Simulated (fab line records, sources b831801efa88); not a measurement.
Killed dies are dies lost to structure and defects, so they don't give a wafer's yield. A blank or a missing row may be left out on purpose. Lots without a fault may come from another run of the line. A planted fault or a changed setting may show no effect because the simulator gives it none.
Which tool did it? | flow gf180mcu | 14 lots, 42 wafers sampled, at 1 step of a route of 602

WHAT THE GAUGES READ, wafer by wafer
GF_M3_RS_MEAS_05: measures by four-point-probe.
lot  | measured     | on            | M3_ALCU_RS (ohm/sq)
L915 | day 20 08:45 | film_metro-02 | 0.0703 0.0699 0.0683
L916 | day 20 22:45 | film_metro-02 | 0.0701 0.0696 0.0703
L917 | day 21 08:43 | film_metro-01 | 0.0680 0.0690 0.0689
L919 | day 22 08:27 | film_metro-04 | 0.0696 0.0698 0.0698
L924 | day 23 23:28 | film_metro-04 | 0.0694 0.0690 0.0705
L925 | day 24 08:16 | film_metro-02 | 0.0682 0.0680 0.0684
L927 | day 25 03:39 | film_metro-02 | 0.0696 0.0708 0.0697
L928 | day 25 06:04 | film_metro-02 | 0.0691 0.0697 0.0694
L929 | day 25 14:51 | film_metro-01 | 0.0678 0.0691 0.0690
L931 | day 26 07:01 | film_metro-04 | 0.0686 0.0704 0.0691
L933 | day 26 22:50 | film_metro-04 | 0.0693 0.0691 0.0693
L934 | day 27 05:03 | film_metro-01 | 0.0695 0.0701 0.0698
L935 | day 27 08:02 | film_metro-01 | 0.0685 0.0685 0.0683
L938 | day 28 09:50 | film_metro-01 | 0.0692 0.0710 0.0707

WHICH TOOL RAN EACH LOT (tool, then ch and the chambers of the sampled wafers, then the start)
The record holds no process step before these readings.

WHAT THE TOOLS THEMSELVES READ (means of the sampled wafers that have a number; where no wafer has one, the mark that the record gives instead)
The record holds no such reading with a usual standard deviation.

THE ANSWER, worked out from the rows above alone
Rule: what is usual is taken from the lots themselves. Put in order of their means at a reading, lots are off if they are a third of the lots or fewer, leave a main group of 4 or more, and stand apart from it by a gap of 3 or more times the standard deviation of the main group's means; of several such gaps the widest counts. A main group whose means are all the same, to the digits that the tables above print for the reading, isn't used. A lot without any number at a reading at which 4 lots or more have one is off too. The other lots that the step has rows for count as sound. The gauges are gone through in route order, then the tools' own readings, and for those a lot's mean is taken as printed above. The first step at which some lot is off is used, and at that step the reading that is off furthest; a lot without a number counts as furthest.
No lot is off at any reading shown: from this, nothing can be told.

WHAT THE SIMULATOR HAD PUT IN
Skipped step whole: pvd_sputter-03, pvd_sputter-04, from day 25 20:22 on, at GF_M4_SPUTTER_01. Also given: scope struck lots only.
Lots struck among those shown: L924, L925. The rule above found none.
